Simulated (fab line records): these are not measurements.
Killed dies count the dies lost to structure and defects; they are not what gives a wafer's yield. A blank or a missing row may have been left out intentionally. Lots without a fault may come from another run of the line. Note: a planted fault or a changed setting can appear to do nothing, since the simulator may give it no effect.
8D (eight disciplines) problem report, filled in by code | flow gf180mcu | the parts of the form that need people (team, actions taken, sign-off) are left out

1. PROBLEM STATEMENT
Across 6 wafers from 2 lots, CONTACT_W_RS at GF_CONTACT_RS_MEAS_25 averages 0.337 ohm/sq, while fault-free wafers read 0.381 ohm/sq with a standard deviation of 0.0037. That is -12 standard deviations from the usual mean.
The step: measures by four-point-probe.
First seen on wafer L755.1, day 21 12:52, on film metro-03. The record has a number at this step for 33 wafers belonging to 11 lots. The rule behind "out" and "out of limits": a value lying over 4 standard deviations away from the usual mean. The rest of the wafers with a number are treated as sound.

2. WHAT IT IS; WHAT IT IS NOT
question                    | is                           | is not
which readings at this step | CONTACT_W_RS                 | -
which lots                  | L755, L756                   | L740, L742, L744, L746, L749, L751, L759, L761, L763
which wafers of those lots  | all that have a number       | -
read on which gauges        | film metro-01, film metro-03 | film metro-02
when                        | from day 21 12:52            | up to then (18 sound wafers); but 9 sound wafers of L759, L761, L763 came after

3. THE SUSPECTS, EACH WITH WHAT RULES IT OUT
Counting: any tool at a process step up to the reading is kept as a suspect provided that every lot that is out went through it and no sound lot did after the first of them.
- the gauge at GF_CONTACT_RS_MEAS_25: ruled out. Those wafers that are out were read across 2 gauges (film metro-01, film metro-03).
- pvd sputter-04 at GF_SALICIDE_SPUTTER_02 (material Co, target thk 10 nm, time 20 s): ruled out as a lasting fault. Following L755 (day 20 11:30), the first lot on it that is out, the sound lots L763 were run on it.
- cvd w-01 at GF_CONTACT_CVD_24 (deposits W, target thk 300 nm, time 90.339 s): kept. Every lot that is out went through it, starting with L755 (day 21 12:46), and after that it ran no sound lot; the last sound lot it ran before then is L751 (day 20 09:43).
After counting, what remains is cvd w-01 at GF_CONTACT_CVD_24.

4. THE CAUSE (what the simulator had put in)
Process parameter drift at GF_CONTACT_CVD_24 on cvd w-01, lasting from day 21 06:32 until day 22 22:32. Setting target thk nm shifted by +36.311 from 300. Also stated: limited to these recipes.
Only this tool survived the counting.

5. THE CHAIN OF EFFECTS, in route order
Each row: a reading whose mean over the struck wafers that have a number lies more than 3 standard deviations from the usual. Only readings for which the record gives a usual standard deviation are gone through. hours: the time from each lot's start at the first step in this table that gives one to its start at this step, as a median over the lots. sigmas: the change in usual standard deviations.
hours | step                   | reading            | usual        | on struck wafers | change | sigmas
0     | GF_CONTACT_RS_MEAS_25  | CONTACT_W_RS       | 0.381 ohm/sq | 0.337            | -0.044 | -12
4     | GF_CONTACT_THK_MEAS_26 | CONTACT_W_THK      | 309 nm       | 350              | +41    | +8.8
10    | GF_CONTACT_CMP_27      | time to endpoint s | 73.3 s       | 84.1             | +10.8  | +4.2
Here are the process steps it includes:
- GF_CONTACT_CMP_27: polishes, stops on SiO2, t overpolish 15 s, target thk 0 nm.
Later measuring or inspecting steps at which every struck wafer that the step has a row for has a number for every such reading, and none has moved that far: GF_M1_CD_MEAS_14.

6. WHAT WOULD HAVE CAUGHT IT SOONER
Counted from the fault's start at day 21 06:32, it took 6 hours until the first out-of-limits reading at a measuring or inspecting step in this record, taken at day 21 12:52.
Of the tool readings at GF_CONTACT_CVD_24 for which the record gives a usual standard deviation, none was out on any struck wafer, so an alarm limit of 4 standard deviations on them would not have fired.
L756, from the lots that are out (2), started GF_CONTACT_CVD_24 on cvd w-01 later than day 21 12:52. A hold on the tool at that time would have spared it.
